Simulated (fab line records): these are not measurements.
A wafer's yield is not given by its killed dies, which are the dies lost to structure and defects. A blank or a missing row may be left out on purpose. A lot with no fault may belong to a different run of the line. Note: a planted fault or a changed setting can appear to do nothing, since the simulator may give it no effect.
Chamber matching | flow gf180mcu | cmp-01 running GF_V3_CMP_26: 4 sister chambers
The step polishes, stops on SiO2, t overpolish 15 s, target thk 0 nm. 14 wafers are shown with their chamber, then 7 later ones without.

## EACH WAFER AND ITS CHAMBER
wafer  | chamber | timeToEndpointS (s) | motorCurrentA (A)
L863.2 | 3       | 85                  | 10.2
L863.4 | 0       | 84                  | 11.1
L863.6 | 0       | 86                  | 10.9
L868.2 | 1       | 83                  | 10.4
L868.5 | 1       | 82                  | 10.8
L868.6 | 2       | 81                  | 10.7
L869.1 | 2       | 82                  | 10.5
L869.2 | 3       | 89                  | 11.1
L869.6 | 0       | 91                  | 10.5
L873.1 | 1       | 80                  | 10.6
L873.4 | 2       | 76                  | 10.4
L874.5 | 0       | 87                  | 10.8
L883.1 | 1       | 84                  | 10.7
L883.2 | 3       | 92                  | 10.6

SIGNATURES, as means of the wafers listed above
reading         | chamber 0 | chamber 1 | chamber 2 | chamber 3 | scatter within a chamber
timeToEndpointS | 87.00     | 82.25     | 79.67     | 88.67     | 2.83
motorCurrentA   | 10.825    | 10.625    | 10.533    | 10.633    | 0.27
Rule: for each reading, subtract the chamber's mean from the wafer's reading, divide by that reading's scatter and square the result; add these up over the readings and take the root, which gives the wafer's distance from the chamber. The wafer belongs to the nearest chamber; if the next one is less than 2 further off, it can't be placed. The scatter: the root of (the sum of the squares of (reading less its chamber's mean) over the shown wafers, divided by (wafers less chambers)).

## WAFERS WHOSE CHAMBER IS MISSING
wafer  | timeToEndpointS (s) | motorCurrentA (A)
L883.3 | 87                  | 10.7
L884.1 | 85                  | 9.7
L884.3 | 90                  | 10.6
L884.6 | 87                  | 10.5
L886.1 | 89                  | 10.5
L886.2 | 85                  | 10.1
L886.4 | 89                  | 11.2

## WHICH CHAMBER EACH ONE RAN IN
wafer  | from the rows above               | in truth
L883.3 | can't be placed: 0 or 3 or 1      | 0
L884.1 | can't be placed: 1 or 2 or 3 or 0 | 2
L884.3 | can't be placed: 3 or 0           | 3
L884.6 | can't be placed: 3 or 0 or 1 or 2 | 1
L886.1 | can't be placed: 3 or 0 or 1      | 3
L886.2 | can't be placed: 1 or 3 or 2 or 0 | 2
L886.4 | can't be placed: 0 or 3 or 1      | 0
Correct placement for 0 of the 7. From these rows, 7 cannot be placed; in 7 the true chamber is one of the candidates. Placed wrongly: 0.
